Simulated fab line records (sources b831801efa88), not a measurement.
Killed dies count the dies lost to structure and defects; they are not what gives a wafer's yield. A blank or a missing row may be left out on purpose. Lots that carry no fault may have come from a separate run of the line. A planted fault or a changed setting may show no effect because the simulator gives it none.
Which of the tools did it? -- flow gf180mcu -- 7 lots with 21 wafers sampled at 2 steps, on a route of 602 steps

## WHAT THE GAUGES SHOWED, per wafer
GF_DUAL_GATE_THK_MEAS_03.
lot,measured,on,DUAL_GATE_OXIDATION_00_THK (nm)
L477,day 8 07:49,film metro-03,11.15 11.26 11.25
L480,day 8 20:03,film metro-03,10.81 10.83 10.81
L482,day 9 09:20,film metro-02,10.65 10.66 10.65
L485,day 10 06:55,film metro-02,10.74 10.81 10.55
L487,day 10 19:04,film metro-04,10.54 10.81 10.90
L494,day 13 02:32,film metro-02,12.44 12.54 12.53
L497,day 13 17:37,film metro-04,11.21 10.95 10.77

## TOOL THAT RAN EACH LOT (tool first, then ch and the chambers of the sampled wafers, then the start)
lot,GF_DUAL_GATE_OXIDATION_02
L477,"furnace-01 ch 0, day 8 06:22"
L480,"furnace-01 ch 0, day 8 18:36"
L482,"furnace-01 ch 0, day 9 07:54"
L485,"furnace-02 ch 0, day 10 05:28"
L487,"furnace-01 ch 0, day 10 17:37"
L494,"furnace-02 ch 0, day 13 01:05"
L497,"furnace-01 ch 0, day 13 16:11"
- GF_DUAL_GATE_OXIDATION_02: stabilise 600 s, purge 300 s, target thk 10.887 nm.

## THE ANSWER, worked out from the rows above alone
Rule: usual is defined by the lots themselves. The widest of any qualifying gaps counts: lots, ordered by their means at a reading, are off when they make up no more than a third of the lots, leave a main group of 4 or more, and stand apart from it by 3 or more times the standard deviation of that group's means. Not used: any main group whose means are identical at the precision the tables above print for the reading. Also off: a lot with no number at a reading for which 4 or more lots have one. The other lots that the step has rows for count as sound.
Off: L494, seen at GF_DUAL_GATE_THK_MEAS_03 (DUAL_GATE_OXIDATION_00_THK). For the main group the mean is 10.85 nm and the standard deviation 0.19.
If a tool, at a process step before that reading, ran all the lots that are off and no sound lot after the first of them, it fits. The gauges at GF_DUAL_GATE_THK_MEAS_03 are tried like those tools. Can't be told from this: 2 tools fit, furnace-02 at GF_DUAL_GATE_OXIDATION_02, film metro-02 at GF_DUAL_GATE_THK_MEAS_03.

## WHAT THE SIMULATOR HAD INSERTED
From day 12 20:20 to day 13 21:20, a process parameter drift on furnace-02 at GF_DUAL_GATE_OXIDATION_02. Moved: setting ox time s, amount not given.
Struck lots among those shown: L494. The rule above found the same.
